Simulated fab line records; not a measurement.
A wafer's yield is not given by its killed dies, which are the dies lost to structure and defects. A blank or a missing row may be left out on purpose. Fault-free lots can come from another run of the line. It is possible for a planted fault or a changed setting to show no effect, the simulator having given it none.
2 desks, one fault + flow sky130 + what lay behind the numbers comes last; until then each desk has only its own

== AT THE METROLOGY DESK ==
Lot by lot, what the gauges showed, no matter which tool ran the lot: averages of those sampled wafers that carry a number. If a lot's mean is further than 4 standard deviations from the usual mean, the lot is out of limits and carries the mark OUT (the distance appears in the brackets).
Columns: A = cdNm at SKY_VT_ADJUST_HVTP_CD_MEAS_07, usual 379.9 nm
| lot  | first seen here | A     |
|------|-----------------|-------|
| L811 | day 6 02:53     | 378.1 |
| L813 | day 6 16:16     | 382.6 |
| L814 | day 6 19:47     | 376.8 |
| L817 | day 7 13:30     | 378.9 |
| L818 | day 7 22:23     | 374.7 |
| L820 | day 8 10:02     | 380.7 |
| L826 | day 9 21:50     | 382.2 |
| L827 | day 10 06:23    | 379.8 |
| L828 | day 10 13:35    | 378.6 |
| L829 | day 10 23:20    | 379.3 |
| L831 | day 11 10:53    | 380.0 |
| L832 | day 11 20:24    | 385.3 |
| L833 | day 12 01:25    | 382.5 |
This desk's verdict: no lot among the 13 shows anything out of limits.

== DESK OF THE TOOL OWNER: implanter-01 ==
The tool's own readings at SKY_NWELL_IMPLANT_12, given as means over the sampled wafers that have a number, one for each lot that went through this tool. If a lot's mean is further than 4 standard deviations from the usual mean, the lot is out of limits and carries the mark OUT (the distance appears in the brackets).
Columns: A = doseIonsCm2 at SKY_NWELL_IMPLANT_12, usual 1.3e+12; B = faradayCurrentUA at SKY_NWELL_IMPLANT_12, usual 7.34
| lot  | first seen here | A                 | B               |
|------|-----------------|-------------------|-----------------|
| L811 | day 4 14:50     | 1.3e+12           | 7.32            |
| L813 | day 5 03:05     | 1.3e+12           | 7.34            |
| L826 | day 8 03:23     | 1.3e+12           | 7.27            |
| L827 | day 8 10:23     | 1.4e+12 (+73) OUT | 7.98 (+4.5) OUT |
| L828 | day 8 16:53     | 1.4e+12 (+74) OUT | 7.84            |
| L829 | day 9 02:04     | 1.4e+12 (+74) OUT | 8.00 (+4.7) OUT |
This desk's verdict: out of limits on L827, L828, L829, starting with L827 at day 8 10:23 (doseIonsCm2 at SKY_NWELL_IMPLANT_12). In limits: L811, L813, L826.

== BROUGHT TOGETHER ==
An alarm could have come from the tool owner's desk at day 8 10:23, on L827, L828, L829.
At the metrology desk, nothing out of limits was observed.
The metrology desk holds a record of L827, L828, L829, inside its limits.
Of the lots named, all ran SKY_NWELL_IMPLANT_12 on implanter-01.

== WHAT THE SIMULATOR PUT IN ==
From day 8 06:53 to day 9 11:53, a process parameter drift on implanter-01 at SKY_NWELL_IMPLANT_12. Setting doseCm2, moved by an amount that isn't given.
Struck lots among those shown: L827, L828, L829.
Hours from the fault's start to each desk's first reading out of limits: the tool owner's desk, 4.
